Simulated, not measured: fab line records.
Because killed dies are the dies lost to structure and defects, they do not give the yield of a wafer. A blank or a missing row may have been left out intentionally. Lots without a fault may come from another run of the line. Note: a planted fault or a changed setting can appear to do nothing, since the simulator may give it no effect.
Which tool is to blame?	flow gf180mcu	34 wafers from 12 lots sampled at 5 of the route's 602 steps

## WHAT THE GAUGES READ, wafer by wafer
GF_NWELL_OVL_MEAS_07. Usual: NWELL_OVL gives 1.4 nm (standard deviation 1.2).
lot	measured	on	NWELL_OVL (nm)	flag
L632	day 3 11:17	overlay-02	2.6 1.9 0.0	
L633	day 3 13:39	overlay-01	1.7 2.6 1.8	
L634	day 3 23:07	overlay-02	3.3 2.5 1.9	
L641	day 5 09:01	overlay-02	2.4 3.1	
L643	day 5 21:31	overlay-01	1.7 0.6	
L645	day 6 08:59	overlay-01	-0.7 0.4 0.4	
L646	day 6 11:26	overlay-02	-0.5 0.3 -0.6	
L648	day 7 00:16	overlay-02	2.2 2.0 2.5	
L650	day 7 09:57	overlay-02	-0.3 1.5 0.9	
L652	day 7 20:45	overlay-02	0.8 2.3 1.4	
L653	day 8 01:05	overlay-01	0.0 0.8 1.2	
L655	day 8 13:07	overlay-02	0.0 1.7 2.2	

GF_HV_LDD_OVL_MEAS_32. Usual: HV_LDD_02_OVL gives 0.0 nm (standard deviation 1.2).
lot	measured	on	HV_LDD_02_OVL (nm)	flag
L632	day 11 18:11	overlay-02	0.4 1.1 0.3	
L633	day 11 21:25	overlay-02	1.0 1.7 2.2	
L634	day 12 09:06	overlay-01	0.9 0.7 0.7	
L641	day 14 10:32	overlay-02	1.7 -0.3	
L643	day 15 03:29	overlay-01	0.5 0.6	
L645	day 15 21:21	overlay-02	-2.1 0.1 -0.9	
L646	day 16 04:05	overlay-01	1.1 1.3 1.1	
L648	day 16 18:00	overlay-02	-0.2 -0.7 -2.1	
L650	day 17 12:32	overlay-02	0.6 1.7 0.8	
L652	day 17 23:51	overlay-02	1.1 1.0 2.6	
L653	day 18 12:14	overlay-02	-1.0 0.6 1.1	
L655	day 18 23:32	overlay-02	0.7 0.2 -0.4	

GF_HV_LDD_TW_MEAS_38. Usual: HV_LDD_3_TW gives 1425 (standard deviation 8.4).
lot	measured	on	HV_LDD_3_TW	flag
L632	day 11 18:55	film-metro-03	1418 1419 1416	
L633	day 11 22:08	film-metro-03	1411 1416 1412	
L634	day 12 09:51	film-metro-03	1422 1418 1422	
L641	day 14 11:17	film-metro-04	1423 1425	
L643	day 15 04:13	film-metro-02	1432 1429	
L645	day 15 22:05	film-metro-02	1426 1431 1432	
L646	day 16 04:49	film-metro-03	1412 1432 1417	
L648	day 16 18:44	film-metro-04	1417 1420 1416	
L650	day 17 13:16	film-metro-02	1421 1422 1416	
L652	day 18 00:35	film-metro-02	1443 1444 1442	
L653	day 18 12:58	film-metro-02	1427 1449 1442	
L655	day 19 00:17	film-metro-04	1420 1422 1424	

## WHAT TOOL EACH LOT RAN ON (gives the tool, then ch and the chambers of the sampled wafers, and finally the start)
lot	GF_STI_ETCH_14	GF_STI_STRIP_15
L632	rie-si-02 ch 1,2, day 2 00:17	plasma-asher-01 ch 0,1, day 2 00:22
L633	rie-si-01 ch 0,3, day 2 08:32	plasma-asher-01 ch 0,1, day 2 08:37
L634	rie-si-02 ch 0,3, day 2 15:02	plasma-asher-02 ch 0,1, day 2 15:08
L641	rie-si-01 ch 1,3, day 4 00:16	plasma-asher-01 ch 0,1, day 4 00:20
L643	rie-si-01 ch 2,3, day 4 12:44	plasma-asher-01 ch 0,1, day 4 12:49
L645	rie-si-02 ch 0,1,2, day 4 20:54	plasma-asher-04 ch 0,1, day 4 20:58
L646	rie-si-02 ch 2,3, day 5 02:14	plasma-asher-02 ch 0,1, day 5 02:19
L648	rie-si-02 ch 0,2,3, day 5 12:41	plasma-asher-02 ch 0,1, day 5 12:46
L650	rie-si-02 ch 0,2,3, day 5 21:38	plasma-asher-01 ch 0,1, day 5 21:43
L652	rie-si-02 ch 0,1,2, day 6 08:36	plasma-asher-04 ch 0,1, day 6 08:40
L653	rie-si-02 ch 1,2, day 6 13:28	plasma-asher-01 ch 0,1, day 6 13:32
L655	rie-si-02 ch 0,2,3, day 7 00:17	plasma-asher-04 ch 0,1, day 7 00:23
- GF_STI_ETCH_14: etches Si in HBr/Cl2/O2, target depth 360 nm, time 102.9 s.
- GF_STI_STRIP_15: strips in O2/N2.

## WHAT THE TOOLS THEMSELVES READ (means of the sampled wafers that have a number; where no wafer has one, the mark that the record gives instead)
GF_STI_ETCH_14. Usual: bias-w 150.0 W, standard deviation 0.47; drypump-motor-current-A 5.52 A, standard deviation 0.17; oes-product-au 1.011 a.u., standard deviation 0.016; rf-fwd-power-W 596.0 W, standard deviation 2.1; throttle-valve-pct 25.650 %, standard deviation 0.013.
lot	tool	bias-w (W)	drypump-motor-current-A (A)	oes-product-au (a.u.)	rf-fwd-power-W (W)	throttle-valve-pct (%)	flag
L632	rie-si-02	150.1	5.42	1.002	595.2	25.656	
L633	rie-si-01	149.4	5.63	1.020	598.0	25.643	
L634	rie-si-02	150.3	5.54	1.028	596.5	25.641	
L641	rie-si-01	149.7	5.67	0.885	598.2	25.736	OFF
L643	rie-si-01	150.1	5.44	0.881	596.3	25.727	OFF
L645	rie-si-02	150.3	5.41	1.013	595.8	25.647	
L646	rie-si-02	149.7	5.52	1.009	594.6	25.651	
L648	rie-si-02	149.9	5.52	1.024	595.9	25.645	
L650	rie-si-02	149.9	5.54	1.026	596.3	25.635	
L652	rie-si-02	149.9	5.41	1.001	595.4	25.665	
L653	rie-si-02	149.4	5.32	1.004	594.3	25.657	
L655	rie-si-02	149.7	5.55	1.019	595.1	25.660	

GF_STI_STRIP_15. Usual: drypump-motor-current-A 5.8 A, standard deviation 0.38; heater-power-w 319 W, standard deviation 37; oes-product-au 0.384 a.u., standard deviation 0.0049; platen-temp-c 250.01 C, standard deviation 0.18; strip-time-to-endpoint-s 3.71 s, standard deviation 0.063.
lot	tool	drypump-motor-current-A (A)	heater-power-w (W)	oes-product-au (a.u.)	platen-temp-c (C)	strip-time-to-endpoint-s (s)	flag
L632	plasma-asher-01	6.2	299	0.385	250.11	3.68	
L633	plasma-asher-01	6.0	315	0.378	249.99	3.64	
L634	plasma-asher-02	5.7	365	0.381	249.92	3.72	
L641	plasma-asher-01	6.1	308	0.394	250.02	3.97	OFF
L643	plasma-asher-01	6.1	303	0.389	250.03	3.99	OFF
L645	plasma-asher-04	5.7	304	0.383	250.18	3.66	
L646	plasma-asher-02	5.5	363	0.391	249.87	3.75	
L648	plasma-asher-02	5.7	365	0.382	249.96	3.63	
L650	plasma-asher-01	6.0	312	0.382	249.92	3.69	
L652	plasma-asher-04	5.7	305	0.383	249.92	3.72	
L653	plasma-asher-01	6.2	301	0.384	250.04	3.74	
L655	plasma-asher-04	5.7	304	0.382	250.12	3.67	

## THE ANSWER, worked out from the rows above alone
Rule: lot off if the mean of its wafers having a number is beyond 3 standard deviations from the usual mean. Also off: a lot with no number at a reading for which 4 or more lots have one. All remaining lots with rows at the step are treated as sound. The gauges are gone through in route order, then the tools' own readings, and for those a lot's mean is taken as printed above. The first step at which some lot is off is used, and at that step the reading that is off furthest; a lot without a number counts as furthest.
Off: L641, L643, at GF_STI_ETCH_14 (oes-product-au).
A tool fits if, at that step or a process step before it, it ran every lot that is off, and no sound lot after the first of them. One fits: rie-si-01 at GF_STI_ETCH_14. Its last sound lot is L633 (day 2 08:32), its first lot that is off L641 (day 4 00:16): a fault that began between those two fits.
The tool's own readings at GF_STI_ETCH_14 bear it out: on the lots that are off they differ by more than 5 times the standard deviation of the sound lots' means. oes-product-au reads 0.883 a.u. there against 1.015 a.u. on the sound lots; throttle-valve-pct reads 25.732 % there against 25.650 % on the sound lots.

## WHAT HAD BEEN PUT IN BY THE SIMULATOR
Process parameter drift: rie-si-01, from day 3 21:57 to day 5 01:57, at GF_STI_ETCH_14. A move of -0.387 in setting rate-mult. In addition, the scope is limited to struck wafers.
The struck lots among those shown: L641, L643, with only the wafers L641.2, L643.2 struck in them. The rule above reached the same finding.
